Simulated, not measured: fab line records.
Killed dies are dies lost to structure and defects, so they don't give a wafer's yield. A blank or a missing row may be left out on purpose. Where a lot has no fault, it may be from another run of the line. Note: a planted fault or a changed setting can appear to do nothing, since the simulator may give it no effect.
fab line records ; flow sky130
[record] lots = 12; wafers = 36; lastDay = 50
route steps=708 shown CAPM@554 METAL4@631 PASSIVATION@683 PAD_OPEN@708
lots with no fault: from the same line, run without faults
startH: start of the lot's first displayed wafer, in hours after the record's first day ; waitH: hours elapsed since this lot's preceding step ; " identical to the entry in the row above ; L1.1+2: several wafers, shown together as one row ; - no value, or no start given ; * or withheld: withheld ; < > ~ a bound
route shown NAME@n: a module of which the file shows steps, and the number in the route of the first ; usual: the fault-free wafers' mean and standard deviation ; same: alike in all rows ; chamber/n: place in a boat ; sites: each site's reading ; _std_site: standard deviation across them ; _edge_site: outer sites' mean less inner sites' ; radiusMm: for every site, how far away it sits from the centre of the wafer ; mask NAME#n: copy n ; behind: the tool/chamber that last shaped the wafer ; hold: cause of the lot's hold/its duration in hours/its outcome ; device: the n, p or np transistor that did not switch ; end of line: the tests these same wafers got at the end of their route ; for a step that has no rows: nothing shown but its recipe ; killed: the dies lost at the first sort to structure and to defects; this is not the yield of the wafer ; map: a wafer's dies, x killed, . not, _ none there
set.NAME: setting as actually run; set.NAME@STEP: the setting as run at that earlier step ; model.NAME: the simulator's own value behind a step, which no gauge read
the route's steps for a sample of lots (tables are steps, rows are wafers)
services: a tool's chamber out of use, with start hour (startH, from the record's first day; less than 0 if before it), hours out, and reason
[[steps]]
[step SKY_CAPM_CLEAN_17]
[recipe] chemistry = O3/DIW; dry = n2Spin
lot.wafer;tool;chamber;startH;waitH
L135.2+4+6;wetBench-01;2;874.47;0.0
L138.2+3+6;wetBench-03;3;905.72;0.0
L139.1+5+6;wetBench-01;1;905.97;0.0
L140.1+2+3;wetBench-03;1;915.03;0.0
L141.3+4+5;wetBench-03;1;929.49;0.0
L143.1+4+5;wetBench-01;2;952.52;0.0
L145.1+2+5;wetBench-03;1;974.35;0.0
L144.1+4+5;wetBench-03;1;975.48;0.0
L146.1+4+5;wetBench-01;3;978.40;0.1
L147.2+5+6;wetBench-03;0;980.90;0.0
L150.4+5+6;wetBench-03;0;988.67;0.0
L158.1+3+4;wetBench-01;3;1050.47;0.0
[step SKY_METAL4_DESCUM_15]
[recipe] chemistry = O2; sourcePowerW = 150; biasPowerW = 0; pressureMtorr = 10; tempC = 40; timeS = 8
[usual] drypumpMotorCurrentA = 5.8/0.46; oesProductAu = 1.010/0.0093; rfFwdPowerW = 147.2/0.55
lot.wafer;tool;chamber;startH;waitH;drypumpMotorCurrentA;oesProductAu;rfFwdPowerW;rfHoursCounterH
L135.2;rieMetal-03;0;977.51;0.0;6.5;1.018;147.6;14
L135.4;rieMetal-03;1;977.51;0.0;5.3;1.006;146.9;-
L135.6;rieMetal-03;0;977.51;0.0;6.5;1.011;147.5;-
L138.2;rieMetal-03;0;1007.30;0.0;6.6;1.016;147.6;15
L138.3;rieMetal-03;1;1007.30;0.0;5.3;1.010;147.1;-
L138.6;rieMetal-03;1;1007.30;0.0;5.3;1.007;146.7;-
L139.1;rieMetal-03;0;1008.42;0.0;6.6;1.021;148.2;15
L139.5;rieMetal-03;1;1008.42;0.0;5.3;1.009;146.6;-
L139.6;rieMetal-03;0;1008.42;0.0;6.5;1.016;148.2;-
L140.1;rieMetal-02;0;1016.52;0.0;6.1;1.014;147.5;19
L140.2;rieMetal-02;1;1016.52;0.0;5.7;1.013;147.4;8
L140.3;rieMetal-02;0;1016.52;0.0;6.0;1.002;147.0;-
L141.3;rieMetal-03;1;1028.73;0.0;5.3;1.009;145.7;-
L141.4;rieMetal-03;0;1028.73;0.0;6.5;1.023;147.9;-
L141.5;rieMetal-03;1;1028.73;0.0;5.3;1.009;146.1;-
L143.1;rieMetal-04;0;1048.42;0.0;5.7;1.008;147.0;21
L143.4;rieMetal-04;0;1048.42;0.0;5.8;0.998;147.2;-
L143.5;rieMetal-04;0;1048.42;0.0;5.7;1.004;146.1;-
L145.1;rieMetal-02;1;1069.36;0.0;5.7;1.009;147.0;11
L145.2;rieMetal-02;0;1069.36;0.0;6.1;1.005;147.1;22
L145.5;rieMetal-02;1;1069.36;0.0;5.7;1.024;147.4;-
L144.1;rieMetal-04;1;1070.36;0.0;5.1;1.033;147.4;13
L144.4;rieMetal-04;1;1070.36;0.0;5.1;1.013;147.5;-
L144.5;rieMetal-04;0;1070.36;0.0;5.7;0.995;146.5;-
L146.1;rieMetal-02;0;1073.06;0.0;6.0;1.008;147.1;22
L146.4;rieMetal-02;1;1073.06;0.0;5.7;1.016;147.5;-
L146.5;rieMetal-02;1;1073.06;0.0;5.7;1.013;147.6;-
L147.2;rieMetal-04;0;1075.31;0.0;5.7;1.000;147.3;23
L147.5;rieMetal-04;1;1075.31;0.0;5.1;1.018;147.3;-
L147.6;rieMetal-04;0;1075.31;0.0;5.7;1.007;146.7;-
L150.4;rieMetal-04;0;1082.38;0.0;5.7;1.006;146.0;-
L150.5;rieMetal-04;0;1082.38;0.0;5.7;1.001;145.9;-
L150.6;rieMetal-04;1;1082.38;0.0;5.1;1.006;147.6;-
L158.1;rieMetal-02;0;1135.57;0.0;6.1;1.010;147.0;27
L158.3;rieMetal-02;0;1135.57;0.0;6.1;1.004;146.6;-
L158.4;rieMetal-02;1;1135.57;0.0;5.7;1.015;147.5;-
[step SKY_PASSIVATION_CVD_02]
[recipe] material = Si3N4; targetThkNm = 540; tempC = 400; timeS = withheld; rfW = 450
[usual] heaterPowerOuterW = 422/63; heaterPowerW = 703/110; rfFwdPowerW = 448.9/1.3
lot.wafer;tool;chamber;startH;waitH;heaterPowerOuterW;heaterPowerW;rfFwdPowerW
L135.2;pecvd-01;2;1028.75;0.0;464;756;448.0
L135.4;pecvd-01;2;1028.75;0.0;468;760;449.6
L135.6;pecvd-01;0;1028.75;0.0;353;641;446.9
L138.2;pecvd-01;0;1057.14;0.0;396;670;450.4
L138.3;pecvd-01;1;1057.14;0.0;475;768;449.9
L138.6;pecvd-01;0;1057.14;0.0;394;686;449.9
L139.1;pecvd-01;1;1058.05;0.1;441;708;449.7
L139.5;pecvd-01;0;1058.05;0.1;388;665;448.8
L139.6;pecvd-01;1;1058.05;0.1;458;747;450.3
L140.1;pecvd-01;0;1064.98;0.1;309;589;449.7
L140.2;pecvd-01;2;1064.98;0.1;423;690;450.6
L140.3;pecvd-01;1;1064.98;0.1;462;758;448.5
L141.3;pecvd-02;2;1075.46;0.0;408;652;447.8
L141.4;pecvd-02;2;1075.46;0.0;412;679;449.5
L141.5;pecvd-02;0;1075.46;0.0;531;907;447.6
L143.1;pecvd-02;0;1093.82;0.1;507;874;449.2
L143.4;pecvd-02;2;1093.82;0.1;355;591;448.0
L143.5;pecvd-02;0;1093.82;0.1;525;897;448.9
L145.1;pecvd-02;1;1114.46;0.1;431;711;448.7
L145.2;pecvd-02;2;1114.46;0.1;390;657;447.4
L145.5;pecvd-02;2;1114.46;0.1;399;661;448.7
L144.1;pecvd-01;0;1115.13;0.1;393;701;449.1
L144.4;pecvd-01;2;1115.13;0.1;476;753;448.5
L144.5;pecvd-01;0;1115.13;0.1;407;679;446.4
L146.1;pecvd-03;0;1119.10;0.1;346;555;449.7
L146.4;pecvd-03;1;1119.10;0.1;342;535;447.7
L146.5;pecvd-03;2;1119.10;0.1;371;735;447.1
L147.2;pecvd-01;0;1120.15;0.0;358;634;449.8
L147.5;pecvd-01;1;1120.15;0.0;508;809;449.5
L147.6;pecvd-01;0;1120.15;0.0;365;657;448.8
L150.4;pecvd-01;2;1126.60;0.1;433;721;448.3
L150.5;pecvd-01;1;1126.60;0.1;502;798;450.4
L150.6;pecvd-01;0;1126.60;0.1;385;665;449.3
L158.1;pecvd-03;1;1175.34;0.1;435;687;449.2
L158.3;pecvd-03;0;1175.34;0.1;299;481;447.0
L158.4;pecvd-03;1;1175.34;0.1;339;547;450.7
[step SKY_PASSIVATION_THK_MEAS_03]
[recipe] reads = Si3N4_of_PASSIVATION_CVD_02
[usual] PASSIVATION_CVD_02_THK = 542/7.3
lot.wafer;tool;chamber;startH;waitH;PASSIVATION_CVD_02_THK[nm]
L135.2;filmMetro-01;-;1028.99;-;540
L135.4;filmMetro-01;-;1028.99;-;545
L135.6;filmMetro-01;-;1028.99;-;545
L138.2;filmMetro-04;-;1057.38;-;541
L138.3;filmMetro-04;-;1057.38;-;532
L138.6;filmMetro-04;-;1057.38;-;551
L139.1;filmMetro-04;-;1058.28;-;536
L139.5;filmMetro-04;-;1058.28;-;546
L139.6;filmMetro-04;-;1058.28;-;545
L140.1;filmMetro-02;-;1065.20;-;547
L140.2;filmMetro-02;-;1065.20;-;538
L140.3;filmMetro-02;-;1065.20;-;545
L141.3;filmMetro-02;-;1075.71;-;542
L141.4;filmMetro-02;-;1075.71;-;559
L141.5;filmMetro-02;-;1075.71;-;551
L143.1;filmMetro-04;-;1094.04;-;537
L143.4;filmMetro-04;-;1094.04;-;547
L143.5;filmMetro-04;-;1094.04;-;546
L145.1;filmMetro-04;-;1114.69;-;544
L145.2;filmMetro-04;-;1114.69;-;544
L145.5;filmMetro-04;-;1114.69;-;553
L144.1;filmMetro-02;-;1115.36;-;533
L144.4;filmMetro-02;-;1115.36;-;545
L144.5;filmMetro-02;-;1115.36;-;543
L146.1;filmMetro-04;-;1119.32;-;543
L146.4;filmMetro-04;-;1119.32;-;554
L146.5;filmMetro-04;-;1119.32;-;555
L147.2;filmMetro-04;-;1120.38;-;531
L147.5;filmMetro-04;-;1120.38;-;532
L147.6;filmMetro-04;-;1120.38;-;543
L150.4;filmMetro-01;-;1126.74;-;542
L150.5;filmMetro-01;-;1126.74;-;538
L150.6;filmMetro-01;-;1126.74;-;547
L158.1;filmMetro-04;-;1175.56;-;543
L158.3;filmMetro-04;-;1175.56;-;550
L158.4;filmMetro-04;-;1175.56;-;558
[step SKY_PAD_OPEN_PROBE_99]
[usual] defectLimitedYield = 82.5/1.8; killed_at_M0_to_M3 = 43/6.5; killed_at_M4_up = 3/1.7; killedAtContacts = 25/5.1; killedAtFrontEnd = 15/3.8; killedAtOther = 0.2/0.45; killedDies = 86/8.8; killedOpen = 47/6.7; killedShort = 39/6; sort_bin_3_pad_short = 0.9/0.46; sort_bin_5_function = 10.2/1.4; sort_bin_6_memory = 6.4/1; sortNPass = 406/8.8; sortYieldPct = 82.5/1.8
[same] grossDies = 492; killedAtBackSide = 0; sort_bin_4_leakage[%] = 0; sort_bin_8_speed[%] = 0
lot.wafer;tool;chamber;startH;waitH;defectLimitedYield[%];killed_at_M0_to_M3;killed_at_M4_up;killedAtContacts;killedAtFrontEnd;killedAtOther;killedDies;killedOpen;killedShort;sort_bin_3_pad_short[%];sort_bin_5_function[%];sort_bin_6_memory[%];sortNPass;sortYieldPct[%]
L143.1;prober-02;-;1135.78;0.1;88.8;30;1;13;11;0;55;35;20;0.6;5.7;4.9;437;88.8
L143.4;prober-02;-;1135.93;0.2;85.0;40;3;15;16;0;74;41;33;1.0;9.6;4.5;418;85.0
L143.5;prober-02;-;1135.98;0.2;82.3;49;2;20;15;1;87;39;48;0.6;11.0;6.1;405;82.3
L150.4;prober-01;-;1167.01;0.2;76.8;39;1;21;14;39;114;41;34;1.8;15.7;5.7;378;76.8
L150.5;prober-01;-;1167.06;0.2;75.0;41;3;25;4;50;123;46;27;2.4;16.5;6.1;369;75.0
L150.6;prober-01;-;1167.11;0.2;74.6;41;4;26;9;45;125;36;45;3.5;14.4;7.5;367;74.6
// killed by level:class
L143.1 VIA3:geometricParticle:open=10 CONTACT:geometricParticle:open=6 LI_CONTACT:geometricParticle:open=5 VIA1:geometricParticle:open=5 FIELD_ISO:geometricParticle:short=4 VIA2:geometricParticle:open=4 POLY_GATE:geometricParticle:short=3 FIELD_ISO:geometricParticle:open=2
L143.4 VIA1:geometricParticle:open=10 VIA2:geometricParticle:open=6 FIELD_ISO:geometricParticle:short=5 CONTACT:geometricParticle:open=5 METAL2:geometricParticle:short=5 POLY_GATE:geometricParticle:open=4 CONTACT:geometricParticle:short=4 VIA1:geometricParticle:short=4
L143.5 VIA1:geometricParticle:open=9 CONTACT:geometricParticle:open=8 METAL1:geometricParticle:short=8 VIA3:geometricParticle:short=6 METAL2:geometricParticle:short=5 METAL3:geometricParticle:short=5 FIELD_ISO:geometricParticle:short=4 LI_CONTACT:geometricParticle:open=4
L150.4 CAPM:unspecified=39 VIA1:geometricParticle:open=10 METAL1:geometricParticle:short=9 LI_CONTACT:geometricParticle:open=8 VIA2:geometricParticle:open=6 FIELD_ISO:geometricParticle:short=5 CONTACT:geometricParticle:open=5 METAL2:geometricParticle:short=5
L150.5 CAPM:unspecified=50 CONTACT:geometricParticle:open=10 VIA1:geometricParticle:open=8 LI_CONTACT:geometricParticle:open=7 VIA3:geometricParticle:open=7 VIA2:geometricParticle:open=5 METAL1:geometricParticle:short=5 LI_CONTACT:geometricParticle:short=4
L150.6 CAPM:unspecified=44 CONTACT:geometricParticle:open=8 METAL1:geometricParticle:short=7 VIA2:geometricParticle:open=7 LOCAL_INTERCONNECT:geometricParticle:short=5 VIA3:geometricParticle:open=5 FIELD_ISO:geometricParticle:short=4 LI_CONTACT:geometricParticle:open=4
[[services]]
tool;chamber;startH;hours;kind
pecvd-01;0;876.05;2.1;scheduledDown
pecvd-01;2;881.23;2.1;scheduledDown
rieMetal-03;0;901.08;28.6;repair
rieMetal-02;1;923.38;7.8;repair
rieMetal-02;1;942.95;4.0;repair
pecvd-02;1;961.11;13.0;repair
rieMetal-03;-;978.89;16.6;repair
pecvd-03;-;981.20;101.2;repair
rieMetal-04;1;998.52;13.1;repair
pecvd-01;2;1005.04;5.5;scheduledDown
rieMetal-04;-;1025.57;1.0;repair
pecvd-01;0;1032.82;3.6;repair
pecvd-01;2;1035.01;5.0;scheduledDown
rieMetal-04;-;1035.37;1.1;repair
rieMetal-04;-;1037.63;4.3;pm
pecvd-01;1;1040.01;2.1;scheduledDown
rieMetal-04;-;1057.26;10.7;repair
rieMetal-03;1;1072.06;-;clean
rieMetal-03;1;1095.51;17.2;repair
rieMetal-03;0;1103.01;9.8;repair
pecvd-02;1;1122.92;6.5;repair
pecvd-03;-;1124.08;0.7;repair
rieMetal-04;0;1136.53;4.1;repair
rieMetal-03;1;1159.22;5.7;repair
[[key]]
[firstSign] step = SKY_PAD_OPEN_PROBE_99; reading = killedAtOther; direction = up; sigmas = 44; usual = 0.2; struck = 44.7
[effect] step = SKY_PAD_OPEN_PROBE_99; reading = defectLimitedYield; direction = down; sigmas = 3.9; usual = 82.5; struck = 75.5
metAt SKY_CAPM_CLEAN_17
struckLots L150
struckWafers L150.4,L150.5,L150.6
notActingAt SKY_METAL4_DESCUM_15,SKY_PASSIVATION_CVD_02,SKY_PASSIVATION_THK_MEAS_03
onsetBetween 980.90 988.67
[fault] kind = chamberParticleSource; tool = wetBench-03; chamber = 0; onsetH = 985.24; steps = SKY_CAPM_CLEAN_17; ratePerVisitCm2 = 0.60498; endH = 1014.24
